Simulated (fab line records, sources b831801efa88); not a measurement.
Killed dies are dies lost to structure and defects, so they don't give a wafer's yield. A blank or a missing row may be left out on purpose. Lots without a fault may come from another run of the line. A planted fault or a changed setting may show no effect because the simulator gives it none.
One fault seen from 2 desks | flow sky130 | each desk has only its own numbers; what lay behind them comes last

THE TOOL OWNER'S DESK: rtp_anneal-01
The tool's own readings at SKY_SD_N_RTA_14 (time 2 s): means of the sampled wafers that have a number, for each lot that ran on this tool. A lot is out of limits, marked OUT, if its mean lies more than 4 standard deviations from the usual mean; the brackets give that distance.
Columns: A = chamber_o2_ppm at SKY_SD_N_RTA_14, usual 1.997; B = lamp_power_pct at SKY_SD_N_RTA_14, usual 15.73 %; C = ramp_up_c_per_s at SKY_SD_N_RTA_14, usual 150.00; D = wafer_temp_C_max at SKY_SD_N_RTA_14, usual 1078.0
lot  | first seen here | A     | B     | C                       | D
L834 | day 30 10:11    | 1.990 | 15.77 | 45.00 (-99 or more) OUT | 1078.3
L836 | day 31 00:15    | 2.012 | 15.71 | 44.99 (-99 or more) OUT | 1078.6
L846 | day 34 01:32    | 2.022 | 15.75 | 150.00                  | 1077.5
This desk's finding: out of limits on L834, L836; first on L834, day 30 10:11 (ramp_up_c_per_s at SKY_SD_N_RTA_14). In limits: L846.

THE METROLOGY DESK
What the gauges read, lot by lot, whatever tool the lot ran on: means of the sampled wafers that have a number. A lot is out of limits, marked OUT, if its mean lies more than 4 standard deviations from the usual mean; the brackets give that distance.
Columns: A = cd_nm at SKY_SD_N_CD_MEAS_07, usual 379.8 nm; B = SD_N_OVL at SKY_SD_N_OVL_MEAS_08, usual -0.3 nm; C = SD_N_TW at SKY_SD_N_TW_MEAS_12, usual 3990
lot  | first seen here | A     | B    | C
L827 | day 27 16:52    | 382.6 | 1.1  | 4096
L834 | day 30 09:32    | 376.5 | -0.5 | 3952
L836 | day 30 23:36    | 379.6 | -0.6 | 3931
L843 | day 33 18:31    | 382.0 | -1.5 | 3964
L846 | day 34 00:52    | 381.6 | -0.3 | 3952
L847 | day 34 08:16    | 378.7 | 0.2  | 3968
This desk's finding: nothing out of limits on any of the 6 lots.

PUT TOGETHER
The tool owner's desk could have raised an alarm at day 30 10:11, on L834, L836.
The metrology desk saw nothing out of limits.
The metrology desk has L834, L836 on record, within its limits.
Of the lots named, all ran SKY_SD_N_RTA_14 on rtp_anneal-01.

WHAT THE SIMULATOR HAD PUT IN
Process parameter drift: rtp_anneal-01, from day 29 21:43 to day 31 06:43, at SKY_SD_N_RTA_14. Setting ramp_up_c_per_s, moved by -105, from 150. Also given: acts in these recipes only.
Lots struck among those shown: L834, L836.
Hours from the fault's start to each desk's first reading out of limits: the tool owner's desk, 12.
